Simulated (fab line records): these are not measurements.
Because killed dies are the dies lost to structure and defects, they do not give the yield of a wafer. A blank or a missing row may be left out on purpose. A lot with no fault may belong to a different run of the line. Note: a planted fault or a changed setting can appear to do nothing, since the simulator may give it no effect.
fab line records | flow sky130
record lots=12 wafers=36 lastDay=51
route steps=708 shown SD_P@331 RES_XHIGH@340 SD_N@350 LI_CONTACT@364 PAD_OPEN@708
lots untouched by any fault: they come from a run of this same line in which no faults occurred
startH: the number of hours between the record's first day and the start of the first shown wafer of the lot | waitH: how many hours have passed since the lot's step before this one | " unchanged from the row above | L1.1+2: one row covering several wafers at once | - value missing, or start not given | * or withheld: withheld | < > ~ a bound
route shown NAME@n: NAME is a module with steps in the file, n the number in the route of the first one | usual: the fault-free wafers' mean and standard deviation | same: alike in all rows | chamber/n: place in a boat | sites: each site's reading | _std_site: the standard deviation of these | _edge_site: inner sites' mean taken away from outer sites' mean | radiusMm: how far each site lies from the wafer's centre | mask NAME#n: copy n | behind: the tool/chamber that last shaped the wafer | hold: cause of the lot's hold/its duration in hours/its outcome | device: whichever transistor did not switch (one of n, p or np) | end of line: tests of these same wafers at the route's end | a step with no rows: only its recipe | killed: not the wafer's yield, but the dies lost to structure and defects at the first sort | map: shows each die of a wafer: x if killed, . if not, _ if none is there
set.NAME: the setting that was run; set.NAME@STEP: the one run at that earlier step | model.NAME: the simulator's own value behind a step, which no gauge read
route steps across a sampled set of lots; one table per step, one row per wafer
services: when a tool's chamber went out of use (startH, in hours from the record's first day, below 0 if earlier), for how many hours, and the reason
## steps
# step SKY_SD_P_TW_MEAS_11
# usual SD_P_TW=2832/13
# columns lot.wafer tool chamber startH waitH SD_P_TW
L621.1 filmMetro-02 - 606.82 0.1 2829
L621.3 " - " " 2814
L621.5 " - " " 2827
L623.2 filmMetro-04 - 621.23 0.1 2808
L623.5 " - " " 2828
L623.6 " - " " 2827
L624.2 filmMetro-02 - 631.12 0.1 2796
L624.5 " - " " 2806
L624.6 " - " " 2810
L625.2 filmMetro-03 - 645.47 0.1 2830
L625.4 " - " " 2831
L625.6 " - " " 2830
L628.1 filmMetro-04 - 671.77 0.1 2842
L628.3 " - " " 2844
L628.5 " - " " 2853
L629.1 filmMetro-04 - 681.92 0.1 2828
L629.5 " - " " 2812
L629.6 " - " " 2824
L631.1 filmMetro-02 - 698.96 0.1 2835
L631.4 " - " " 2837
L631.5 " - " " 2836
L632.1 filmMetro-03 - 701.41 0.1 2852
L632.2 " - " " 2848
L632.6 " - " " 2838
L633.2 filmMetro-02 - 711.18 0.1 2848
L633.3 " - " " 2847
L633.5 " - " " 2827
L634.2 filmMetro-04 - 725.43 0.1 2842
L634.3 " - " " 2832
L634.5 " - " " 2837
L638.2 filmMetro-03 - 751.92 0.1 2830
L638.4 " - " " 2843
L638.6 " - " " 2843
L642.4 filmMetro-04 - 789.90 0.1 2857
L642.5 " - " " 2855
L642.6 " - " " 2855
# step SKY_RES_XHIGH_STRIP_08
# recipe chemistry=O2/N2 powerW=1400 pressureMtorr=1500 platenTempC=withheld o2FlowSccm=3000 n2FlowSccm=300 overashFraction=0.5
# usual drypumpMotorCurrentA=5.22/0.16 oesProductAu=0.711/0.0045 stripTimeToEndpointS=14.25/0.042
# columns lot.wafer tool chamber startH waitH drypumpMotorCurrentA oesProductAu rfHoursCounterH stripTimeToEndpointS
L621.1 plasmaAsher-03 1 636.41 0.1 5.20 0.704 19 14.21
L621.3 " 1 " " 5.19 0.715 - 14.22
L621.5 " 1 " " 5.20 0.708 - 14.28
L623.2 plasmaAsher-02 1 650.27 0.1 5.40 0.708 81 14.30
L623.5 " 0 " " 5.07 0.710 - 14.26
L623.6 " 1 " " 5.40 0.714 - 14.31
L624.2 plasmaAsher-03 1 659.91 0.1 5.19 0.705 21 14.25
L624.5 " 0 " " 5.41 0.709 - 14.30
L624.6 " 1 " " 5.19 0.714 - 14.31
L625.2 plasmaAsher-03 0 674.96 0.1 5.39 0.715 23 14.26
L625.4 " 0 " " 5.40 0.713 - 14.30
L625.6 " 1 " " 5.17 0.711 - 14.25
L628.1 plasmaAsher-03 1 700.41 0.1 5.16 0.710 25 14.20
L628.3 " 0 " " 5.40 0.714 - 14.21
L628.5 " 1 " " 5.17 0.720 - 14.23
L629.1 plasmaAsher-04 1 710.21 0.1 5.17 0.717 103 14.28
L629.5 " 1 " " 5.19 0.710 - 14.30
L629.6 " 0 " " 4.91 0.714 - 14.28
L631.1 plasmaAsher-04 0 726.47 0.1 4.91 0.705 105 14.17
L631.4 " 0 " " 4.93 0.709 - 14.26
L631.5 " 1 " " 5.21 0.716 - 14.24
L632.1 plasmaAsher-03 0 729.27 0.1 5.40 0.708 28 14.27
L632.2 " 1 " " 5.19 0.715 28 14.20
L632.6 " 1 " " 5.18 0.711 - 14.23
L633.2 plasmaAsher-02 0 739.01 0.1 5.10 0.713 91 14.30
L633.3 " 1 " " 5.43 0.705 - 14.30
L633.5 " 1 " " 5.40 0.708 - 14.30
L634.2 plasmaAsher-03 0 752.91 0.1 5.41 0.711 30 14.24
L634.3 " 1 " " 5.20 0.705 - 14.30
L634.5 " 1 " " 5.18 0.713 - 14.29
L638.2 plasmaAsher-02 1 779.51 0.1 5.41 0.704 94 14.23
L638.4 " 1 " " 5.41 0.708 - 14.22
L638.6 " 1 " " 5.41 0.714 - 14.24
L642.4 plasmaAsher-04 0 816.29 0.1 4.93 0.718 - 14.17
L642.5 " 1 " " 5.18 0.710 - 14.23
L642.6 " 0 " " 4.92 0.711 - 14.21
# step SKY_SD_N_OVL_MEAS_08
# usual SD_N_OVL=0.7/1.3
# columns lot.wafer tool chamber startH waitH SD_N_OVL[nm]
L621.1 overlay-02 - 665.39 0.1 1.8
L621.3 " - " " 2.7
L621.5 " - " " 2.8
L623.2 overlay-02 - 679.14 0.1 2.0
L623.5 " - " " 1.8
L623.6 " - " " 1.0
L624.2 overlay-02 - 688.39 0.1 1.2
L624.5 " - " " 1.7
L624.6 " - " " 0.3
L625.2 overlay-02 - 703.44 0.1 2.2
L625.4 " - " " 1.5
L625.6 " - " " 3.0
L628.1 overlay-01 - 728.33 0.1 1.6
L628.3 " - " " -0.5
L628.5 " - " " 2.1
L629.1 overlay-01 - 738.24 0.1 1.4
L629.5 " - " " 0.5
L629.6 " - " " 0.2
L631.1 overlay-01 - 753.83 0.1 2.5
L631.4 " - " " 0.3
L631.5 " - " " 1.6
L632.1 overlay-01 - 756.69 0.1 -0.6
L632.2 " - " " 1.3
L632.6 " - " " 1.7
L633.2 overlay-01 - 767.34 0.1 0.3
L633.3 " - " " 0.5
L633.5 " - " " 1.7
L634.2 overlay-01 - 779.84 0.1 -1.8
L634.3 " - " " 0.4
L634.5 " - " " -1.6
L638.2 overlay-02 - 805.89 0.1 2.5
L638.4 " - " " 0.9
L638.6 " - " " 2.1
L642.4 overlay-01 - 843.41 0.1 -1.0
L642.5 " - " " -0.8
L642.6 " - " " -0.3
# step SKY_LI_CONTACT_CMP_02
# recipe material=PSG downForcePsi=4 platenRpm=60 padVelocityMS=0.94248
# usual edgeZonePressureFrac=1.000/0.0051 headPressurePsi=4.002/0.0082 motorCurrentA=12.1/1.8 timeToEndpointS=33.8/2.5
# columns lot.wafer tool chamber startH waitH edgeZonePressureFrac headPressurePsi motorCurrentA timeToEndpointS
L621.1 cmp-01 0 666.65 0.1 1.000 4.002 14.7 32.0
L621.3 " 2 " " 1.007 4.001 11.5 34.5
L621.5 " 0 " " 0.996 4.012 14.2 31.9
L623.2 cmp-01 1 680.44 0.1 0.998 4.004 11.6 32.6
L623.5 " 0 " " 0.995 3.994 13.7 33.8
L623.6 " 1 " " 1.003 3.999 11.3 34.5
L624.2 cmp-01 1 689.74 0.1 0.992 3.987 11.0 34.8
L624.5 " 3 " " 0.997 4.007 15.6 36.7
L624.6 " 0 " " 1.008 3.996 14.4 38.2
L625.4 cmp-02 0 704.74 0.1 1.009 3.993 13.1 33.1
L625.2 " 2 " " 1.003 3.997 10.6 29.9
L625.6 " 0 " " 1.001 4.004 13.1 34.2
L628.1 cmp-02 3 729.64 0.1 0.987 3.998 11.0 27.6
L628.3 " 1 " " 0.992 3.993 9.1 31.3
L628.5 " 2 " " 1.010 4.004 10.3 25.5
L629.1 cmp-02 3 739.74 0.1 0.990 3.988 11.4 35.0
L629.5 " 2 " " 0.998 4.016 11.0 32.9
L629.6 " 3 " " 1.003 3.981 11.4 34.4
L631.1 cmp-02 3 755.15 0.1 0.997 4.005 11.4 31.1
L631.4 " 0 " " 1.003 3.994 12.3 32.1
L631.5 " 3 " " 1.002 3.998 10.8 32.0
L632.1 cmp-02 3 758.00 0.1 - - - -
L632.2 " 0 " " - - - -
L632.6 " 3 " " - - - -
L633.2 cmp-01 3 768.60 0.0 - - - -
L633.3 " 2 " " - - - -
L633.5 " 0 " " - - - -
L634.2 cmp-02 3 781.14 0.1 - - - -
L634.3 " 1 " " - - - -
L634.5 " 2 " " - - - -
L638.2 cmp-01 0 807.20 0.1 0.996 4.004 13.4 34.7
L638.4 " 2 " " 1.005 3.995 11.5 38.2
L638.6 " 3 " " 1.004 3.999 14.8 35.2
L642.4 cmp-02 2 844.65 0.0 1.002 3.989 10.6 33.1
L642.5 " 2 " " 0.997 4.001 10.9 33.4
L642.6 " 3 " " 1.002 3.994 12.0 37.1
# step SKY_LI_CONTACT_ETCH_15
# recipe target=PSG chemistry=C4F8/O2/Ar stopOn=Si taperDeg=4.15 maskMaterial=KrF-thick sourceW=1500 biasW=1200 pressureMtorr=40 c4f8FlowSccm=withheld O2_flow_sccm=6 Ar_flow_sccm=300 timeS=withheld targetDepthA=6000
# usual oesProductAu=0.837/0.0041 rfFwdPowerW=1492/4.6
# columns lot.wafer tool chamber startH waitH oesProductAu rfFwdPowerW
L621.1 rieDiel-01 0 695.31 0.0 0.830 1492
L621.3 " 2 " " 0.840 1494
L621.5 " 2 " " 0.836 1502
L623.2 rieDiel-01 3 709.16 0.0 0.836 1489
L623.5 " 3 " " 0.836 1488
L623.6 " 0 " " 0.840 1491
L624.2 rieDiel-01 1 718.66 0.0 0.836 1487
L624.5 " 1 " " 0.837 1499
L624.6 " 2 " " 0.838 1492
L625.2 rieDiel-04 3 732.86 0.0 0.835 1493
L625.4 " 1 " " 0.840 1489
L625.6 " 2 " " 0.840 1484
L628.1 rieDiel-04 3 757.76 0.0 0.834 1489
L628.3 " 2 " " 0.843 1486
L628.5 " 2 " " 0.838 1485
L629.1 rieDiel-04 0 768.91 0.0 0.839 1490
L629.5 " 1 " " 0.841 1493
L629.6 " 0 " " 0.830 1490
L631.1 rieDiel-03 3 783.16 0.0 0.834 1496
L631.4 " 2 " " 0.840 1493
L631.5 " 3 " " 0.839 1491
L632.1 rieDiel-03 1 785.96 0.0 1.650 1485
L632.2 " 0 " " 1.656 1488
L632.6 " 1 " " 1.665 1485
L633.2 rieDiel-04 2 796.06 0.0 1.624 1490
L633.3 " 0 " " 1.636 1491
L633.5 " 3 " " 1.644 1495
L634.2 rieDiel-01 2 808.76 0.0 1.640 1492
L634.3 " 1 " " 1.621 1502
L634.5 " 0 " " 1.635 1493
L638.2 rieDiel-01 2 834.96 0.0 0.840 1497
L638.4 " 3 " " 0.839 1490
L638.6 " 3 " " 0.834 1494
L642.4 rieDiel-04 1 872.01 0.0 0.841 1488
L642.5 " 2 " " 0.838 1490
L642.6 " 1 " " 0.828 1488
# step SKY_PAD_OPEN_PROBE_99
# usual killed_at_M0_to_M3=43/6 killed_at_M4_up=3.2/1.9 killedAtContacts=25/5.4 killedAtFrontEnd=15/4.5 killedAtOther=0.3/0.59 killedDies=87/8.7 killedOnRim=17/3.5 killedOpen=47/6.7 killedShort=39/5.7
# same grossDies=492 killedAtBackSide=0
# columns lot.wafer tool chamber startH waitH killed_at_M0_to_M3 killed_at_M4_up killedAtContacts killedAtFrontEnd killedAtOther killedDies killedOnRim killedOpen killedShort
L621.1 prober-01 - 1095.25 0.1 40 2 22 24 0 88 16 52 36
L621.3 prober-01 - 1095.35 0.2 40 2 34 23 0 99 17 55 43
L621.5 prober-01 - 1095.45 0.2 39 1 26 15 1 82 14 46 35
L623.2 prober-01 - 1106.32 0.1 41 1 25 13 0 80 14 46 33
L623.5 prober-01 - 1106.47 0.2 55 5 21 16 0 97 21 57 40
L623.6 prober-01 - 1106.52 0.2 45 3 29 11 0 88 16 48 40
L624.2 prober-02 - 1108.95 0.1 31 3 30 15 0 79 17 48 31
L624.5 prober-02 - 1109.10 0.2 45 1 32 22 0 100 22 58 42
L624.6 prober-02 - 1109.15 0.2 42 1 27 18 0 88 15 44 44
L625.2 prober-01 - 1120.69 0.1 44 3 11 14 0 72 13 42 30
L625.4 prober-01 - 1120.79 0.2 38 2 24 20 1 85 20 48 37
L625.6 prober-01 - 1120.89 0.2 51 7 18 11 0 87 17 42 45
L628.1 prober-02 - 1140.06 0.1 36 4 22 12 0 74 16 38 36
L628.3 prober-02 - 1140.16 0.2 43 1 31 15 1 91 21 60 31
L628.5 prober-02 - 1140.26 0.2 41 1 16 18 0 76 17 43 33
L629.1 prober-01 - 1159.23 0.1 36 2 36 10 1 85 22 50 35
L629.5 prober-01 - 1159.43 0.2 50 7 33 12 0 102 17 53 49
L629.6 prober-01 - 1159.48 0.2 42 4 21 13 0 80 10 46 34
L631.1 prober-01 - 1160.73 0.1 35 3 21 10 0 69 12 39 30
L631.4 prober-01 - 1160.88 0.2 56 4 30 17 0 107 21 53 54
L631.5 prober-01 - 1160.93 0.2 42 5 25 14 0 86 17 43 43
L632.1 prober-02 - 1161.49 0.1 49 2 427 14 0 492 96 43 45
L632.2 prober-02 - 1161.54 0.1 35 2 432 22 1 492 96 46 37
L632.6 prober-02 - 1161.74 0.2 40 5 434 10 3 492 96 44 33
L633.2 prober-01 - 1166.48 0.1 49 1 426 16 0 492 96 63 31
L633.3 prober-01 - 1166.53 0.2 41 5 434 10 2 492 96 47 37
L633.5 prober-01 - 1166.63 0.2 35 3 430 24 0 492 96 46 40
L634.2 prober-02 - 1176.14 0.1 47 4 429 12 0 492 96 49 34
L634.3 prober-02 - 1176.19 0.2 46 2 431 12 1 492 96 45 35
L634.5 prober-02 - 1176.29 0.2 47 7 425 13 0 492 96 47 47
L638.2 prober-02 - 1194.03 0.1 45 2 25 13 0 85 23 44 41
L638.4 prober-02 - 1194.13 0.2 47 2 22 19 0 90 20 47 42
L638.6 prober-02 - 1194.23 0.2 44 1 22 15 0 82 19 44 36
L642.4 prober-02 - 1213.59 0.2 41 3 18 17 0 79 16 42 37
L642.5 prober-02 - 1213.64 0.2 41 3 30 16 0 90 18 42 48
L642.6 prober-02 - 1213.69 0.2 65 2 28 11 0 106 21 64 42
# killed by level:class
L621.1 CONTACT:geometricParticle:open=10 VIA1:geometricParticle:open=10 FIELD_ISO:geometricParticle:open=8 LI_CONTACT:geometricParticle:open=6 METAL2:geometricParticle:short=6 VIA3:geometricParticle:open=6 FIELD_ISO:geometricParticle:short=5 METAL1:geometricParticle:short=4
L621.3 CONTACT:geometricParticle:open=13 CONTACT:geometricParticle:short=10 VIA1:geometricParticle:short=8 LI_CONTACT:geometricParticle:open=7 FIELD_ISO:geometricParticle:open=6 METAL2:geometricParticle:short=6 VIA2:geometricParticle:open=6 FIELD_ISO:geometricParticle:short=5
L621.5 VIA1:geometricParticle:open=9 CONTACT:geometricParticle:open=8 CONTACT:geometricParticle:short=7 VIA3:geometricParticle:open=6 FIELD_ISO:geometricParticle:short=5 LI_CONTACT:geometricParticle:open=5 METAL2:geometricParticle:short=5 VIA2:geometricParticle:open=5
L623.2 CONTACT:geometricParticle:open=10 VIA1:geometricParticle:open=8 VIA3:geometricParticle:open=7 LI_CONTACT:geometricParticle:open=7 METAL1:geometricParticle:short=7 POLY_GATE:geometricParticle:open=5 LI_CONTACT:geometricParticle:short=5 VIA1:geometricParticle:short=5
L623.5 VIA1:geometricParticle:open=16 VIA3:geometricParticle:open=11 CONTACT:geometricParticle:open=7 VIA2:geometricParticle:open=7 CONTACT:geometricParticle:short=6 LI_CONTACT:geometricParticle:open=5 VIA2:geometricParticle:short=5 FIELD_ISO:geometricParticle:open=4
L623.6 LI_CONTACT:geometricParticle:open=11 VIA1:geometricParticle:open=10 VIA3:geometricParticle:open=9 VIA1:geometricParticle:short=7 CONTACT:geometricParticle:open=6 CONTACT:geometricParticle:short=5 METAL3:geometricParticle:short=5 LOCAL_INTERCONNECT:geometricParticle:short=4
L624.2 CONTACT:geometricParticle:open=10 VIA1:geometricParticle:open=9 LI_CONTACT:geometricParticle:open=8 VIA3:geometricParticle:open=7 POLY_GATE:geometricParticle:open=6 CONTACT:geometricParticle:short=5 LI_CONTACT:geometricParticle:short=4 FIELD_ISO:geometricParticle:open=3
L624.5 CONTACT:geometricParticle:open=13 VIA1:geometricParticle:short=8 VIA2:geometricParticle:open=8 FIELD_ISO:geometricParticle:open=7 LI_CONTACT:geometricParticle:short=7 LI_CONTACT:geometricParticle:open=7 VIA1:geometricParticle:open=7 POLY_GATE:geometricParticle:open=6
L624.6 CONTACT:geometricParticle:open=12 LI_CONTACT:geometricParticle:open=7 FIELD_ISO:geometricParticle:short=6 METAL2:geometricParticle:short=6 VIA2:geometricParticle:open=6 METAL3:geometricParticle:short=5 METAL1:geometricParticle:short=5 VIA1:geometricParticle:open=5
L625.2 VIA1:geometricParticle:open=11 POLY_GATE:geometricParticle:open=6 VIA2:geometricParticle:open=6 VIA1:geometricParticle:short=5 CONTACT:geometricParticle:open=4 METAL1:geometricParticle:short=4 POLY_GATE:geometricParticle:short=3 LI_CONTACT:geometricParticle:open=3
L625.4 POLY_GATE:geometricParticle:open=8 CONTACT:geometricParticle:open=7 VIA1:geometricParticle:open=7 LI_CONTACT:geometricParticle:open=6 VIA1:geometricParticle:short=6 METAL2:geometricParticle:short=5 VIA3:geometricParticle:open=5 FIELD_ISO:geometricParticle:short=4
L625.6 VIA1:geometricParticle:open=12 POLY_GATE:geometricParticle:short=8 CONTACT:geometricParticle:open=8 METAL2:geometricParticle:short=7 METAL1:geometricParticle:short=7 VIA3:geometricParticle:open=7 VIA3:geometricParticle:short=6 LI_CONTACT:geometricParticle:open=4
L628.1 VIA1:geometricParticle:open=12 CONTACT:geometricParticle:open=9 VIA2:geometricParticle:open=6 LI_CONTACT:geometricParticle:open=5 POLY_GATE:geometricParticle:short=4 METAL4:geometricParticle:short=4 METAL2:geometricParticle:short=4 FIELD_ISO:geometricParticle:short=3
L628.3 CONTACT:geometricParticle:open=14 VIA1:geometricParticle:open=13 LI_CONTACT:geometricParticle:open=9 VIA2:geometricParticle:open=8 METAL1:geometricParticle:short=7 FIELD_ISO:geometricParticle:open=6 VIA3:geometricParticle:open=5 LOCAL_INTERCONNECT:geometricParticle:short=4
L628.5 VIA1:geometricParticle:open=10 FIELD_ISO:geometricParticle:short=8 VIA3:geometricParticle:open=7 METAL2:geometricParticle:short=7 FIELD_ISO:geometricParticle:open=6 LI_CONTACT:geometricParticle:open=5 VIA2:geometricParticle:short=5 CONTACT:geometricParticle:open=5
L629.1 LI_CONTACT:geometricParticle:open=13 CONTACT:geometricParticle:open=8 VIA1:geometricParticle:open=7 LOCAL_INTERCONNECT:geometricParticle:short=6 CONTACT:geometricParticle:short=6 METAL1:geometricParticle:short=6 VIA3:geometricParticle:open=6 VIA2:geometricParticle:open=5
L629.5 VIA1:geometricParticle:open=12 VIA2:geometricParticle:open=11 CONTACT:geometricParticle:open=11 LOCAL_INTERCONNECT:geometricParticle:short=6 METAL1:geometricParticle:short=6 LI_CONTACT:geometricParticle:short=5 CONTACT:geometricParticle:short=5 VIA1:geometricParticle:short=5
L629.6 VIA1:geometricParticle:open=11 VIA3:geometricParticle:open=8 CONTACT:geometricParticle:short=6 CONTACT:geometricParticle:open=5 METAL1:geometricParticle:short=5 LI_CONTACT:geometricParticle:open=4 LOCAL_INTERCONNECT:geometricParticle:short=4 VIA1:geometricParticle:short=4
L631.1 LI_CONTACT:geometricParticle:open=8 VIA1:geometricParticle:open=8 CONTACT:geometricParticle:open=5 METAL2:geometricParticle:short=5 FIELD_ISO:geometricParticle:open=4 LOCAL_INTERCONNECT:geometricParticle:short=4 CONTACT:geometricParticle:short=4 VIA2:geometricParticle:open=4
L631.4 METAL2:geometricParticle:short=11 CONTACT:geometricParticle:open=10 METAL1:geometricParticle:short=9 VIA1:geometricParticle:open=9 LI_CONTACT:geometricParticle:open=8 VIA3:geometricParticle:open=8 FIELD_ISO:geometricParticle:open=6 FIELD_ISO:geometricParticle:short=6
L631.5 CONTACT:geometricParticle:open=9 VIA1:geometricParticle:open=9 LOCAL_INTERCONNECT:geometricParticle:short=6 VIA1:geometricParticle:short=6 VIA2:geometricParticle:open=6 FIELD_ISO:geometricParticle:short=5 METAL1:geometricParticle:short=5 METAL2:geometricParticle:short=4
L632.1 LI_CONTACT:areaCmp=403 CONTACT:geometricParticle:open=12 VIA1:geometricParticle:open=10 METAL2:geometricParticle:short=7 VIA2:geometricParticle:short=7 VIA3:geometricParticle:open=6 VIA1:geometricParticle:short=4 FIELD_ISO:geometricParticle:short=4
L632.2 LI_CONTACT:areaCmp=409 CONTACT:geometricParticle:open=14 FIELD_ISO:geometricParticle:open=7 VIA3:geometricParticle:open=7 FIELD_ISO:geometricParticle:short=6 VIA2:geometricParticle:short=5 VIA2:geometricParticle:open=5 POLY_GATE:geometricParticle:short=4
L632.6 LI_CONTACT:areaCmp=415 CONTACT:geometricParticle:open=12 METAL2:geometricParticle:short=11 VIA1:geometricParticle:open=7 VIA3:geometricParticle:open=5 METAL1:geometricParticle:open=4 LI_CONTACT:geometricParticle:open=3 VIA1:geometricParticle:short=3
L633.2 LI_CONTACT:areaCmp=397 CONTACT:geometricParticle:open=17 VIA1:geometricParticle:open=12 VIA2:geometricParticle:open=8 VIA3:geometricParticle:open=8 FIELD_ISO:geometricParticle:open=4 POLY_GATE:geometricParticle:open=4 CONTACT:geometricParticle:short=4
L633.3 LI_CONTACT:areaCmp=407 VIA1:geometricParticle:open=12 CONTACT:geometricParticle:open=9 CONTACT:geometricParticle:short=7 LI_CONTACT:geometricParticle:open=6 METAL1:geometricParticle:short=6 VIA2:geometricParticle:open=6 VIA1:geometricParticle:short=4
L633.5 LI_CONTACT:areaCmp=406 CONTACT:geometricParticle:open=10 VIA1:geometricParticle:open=9 POLY_GATE:geometricParticle:open=6 CONTACT:geometricParticle:short=6 METAL1:geometricParticle:short=6 FIELD_ISO:geometricParticle:short=5 POLY_GATE:geometricParticle:short=5
L634.2 LI_CONTACT:areaCmp=408 CONTACT:geometricParticle:open=13 VIA1:geometricParticle:open=12 VIA2:geometricParticle:open=10 VIA1:geometricParticle:short=6 POLY_GATE:geometricParticle:open=4 METAL1:geometricParticle:short=4 CONTACT:geometricParticle:short=4
L634.3 LI_CONTACT:areaCmp=410 VIA1:geometricParticle:open=16 LOCAL_INTERCONNECT:geometricParticle:short=7 VIA2:geometricParticle:open=7 CONTACT:geometricParticle:short=5 VIA3:geometricParticle:open=5 CONTACT:geometricParticle:open=4 VIA1:geometricParticle:short=4
L634.5 LI_CONTACT:areaCmp=397 CONTACT:geometricParticle:open=12 VIA1:geometricParticle:open=10 METAL2:geometricParticle:short=7 CONTACT:geometricParticle:short=6 METAL1:geometricParticle:short=6 LI_CONTACT:geometricParticle:open=5 VIA2:geometricParticle:open=5
L638.2 VIA1:geometricParticle:open=14 CONTACT:geometricParticle:open=10 VIA1:geometricParticle:short=9 CONTACT:geometricParticle:short=6 POLY_GATE:geometricParticle:short=5 POLY_GATE:geometricParticle:open=4 METAL1:geometricParticle:open=4 VIA3:geometricParticle:open=4
L638.4 CONTACT:geometricParticle:open=11 VIA2:geometricParticle:open=10 VIA3:geometricParticle:open=7 METAL1:geometricParticle:short=6 VIA1:geometricParticle:open=6 VIA1:geometricParticle:short=6 METAL2:geometricParticle:short=6 FIELD_ISO:geometricParticle:open=5
L638.6 VIA2:geometricParticle:open=10 LI_CONTACT:geometricParticle:open=7 CONTACT:geometricParticle:short=7 VIA1:geometricParticle:short=7 VIA1:geometricParticle:open=6 CONTACT:geometricParticle:open=5 METAL2:geometricParticle:short=5 VIA3:geometricParticle:open=5
L642.4 VIA1:geometricParticle:open=11 CONTACT:geometricParticle:open=7 METAL1:geometricParticle:short=6 VIA2:geometricParticle:open=6 POLY_GATE:geometricParticle:short=5 CONTACT:geometricParticle:short=5 VIA3:geometricParticle:open=4 VIA1:geometricParticle:short=4
L642.5 CONTACT:geometricParticle:short=11 CONTACT:geometricParticle:open=9 FIELD_ISO:geometricParticle:short=8 VIA1:geometricParticle:open=8 LI_CONTACT:geometricParticle:open=7 METAL2:geometricParticle:short=7 VIA2:geometricParticle:open=5 METAL1:geometricParticle:short=4
L642.6 VIA1:geometricParticle:open=17 METAL2:geometricParticle:short=12 CONTACT:geometricParticle:open=10 LI_CONTACT:geometricParticle:open=8 VIA3:geometricParticle:open=8 VIA2:geometricParticle:short=6 METAL1:geometricParticle:short=5 LOCAL_INTERCONNECT:geometricParticle:short=4
## services
# columns tool chamber startH hours kind
cmp-01 - 623.38 5.1 pm
rieDiel-04 2 636.21 6.7 repair
cmp-01 - 637.39 3.4 repair
cmp-02 - 666.57 6.2 pm
rieDiel-01 1 686.70 9.7 repair
cmp-01 - 712.41 9.4 repair
cmp-02 - 716.76 0.8 repair
cmp-01 - 726.25 2.4 repair
rieDiel-01 - 730.91 0.5 repair
rieDiel-04 3 734.69 7.7 repair
rieDiel-04 0 736.19 5.5 repair
cmp-02 - 745.46 0.4 repair
cmp-01 - 747.53 5.4 pm
cmp-01 - 752.95 4.0 pm
cmp-01 - 760.57 0.6 repair
rieDiel-01 3 770.21 16.2 repair
cmp-01 - 770.32 0.8 repair
rieDiel-01 2 780.17 17.8 repair
cmp-02 - 788.36 1.5 repair
plasmaAsher-03 - 788.75 2.1 repair
plasmaAsher-03 - 790.91 9.2 repair
cmp-01 - 809.20 3.0 repair
rieDiel-04 - 825.39 0.6 repair
rieDiel-04 1 829.96 9.1 repair
## key
firstSign step=SKY_LI_CONTACT_CMP_02 reading=toolRecord direction=missing
effect step=SKY_LI_CONTACT_ETCH_15 reading=oesProductAu direction=up sigmas=99+ usual=0.837 struck=1.641
effect step=SKY_PAD_OPEN_PROBE_99 reading=killedAtContacts direction=up sigmas=75 usual=25 struck=430
moreKillsBornAt SKY_LI_CONTACT_CMP_02@cmp-02=2433 SKY_LI_CONTACT_CMP_02@cmp-01=1208
metAt SKY_LI_CONTACT_CMP_02
struckLots L632,L633,L634
laterRowsLeftOut L632.1,L632.2,L632.6,L633.2,L633.3,L633.5,L634.2,L634.3,L634.5
testerLeftOut L632,L633,L634
notActingAt SKY_SD_P_TW_MEAS_11,SKY_RES_XHIGH_STRIP_08,SKY_SD_N_OVL_MEAS_08
onsetBetween 755.15 758.00
fault kind=skippedStepWhole tool=cmp-01,cmp-02 chamber=- onsetH=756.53 steps=SKY_LI_CONTACT_CMP_02 scope=struckLotsOnly
# testerLeftOut: of these lots the tester's yield and bins aren't shown, on N5 and GAA mostly nor the transistor test; their killed dies are dies lost to structure and defects alone, not to doping, threshold or leakage, so they don't give the yield
# laterRowsLeftOut: the simulator's readings of these wafers behind a module that went badly wrong aren't trusted and aren't shown, but for the sort
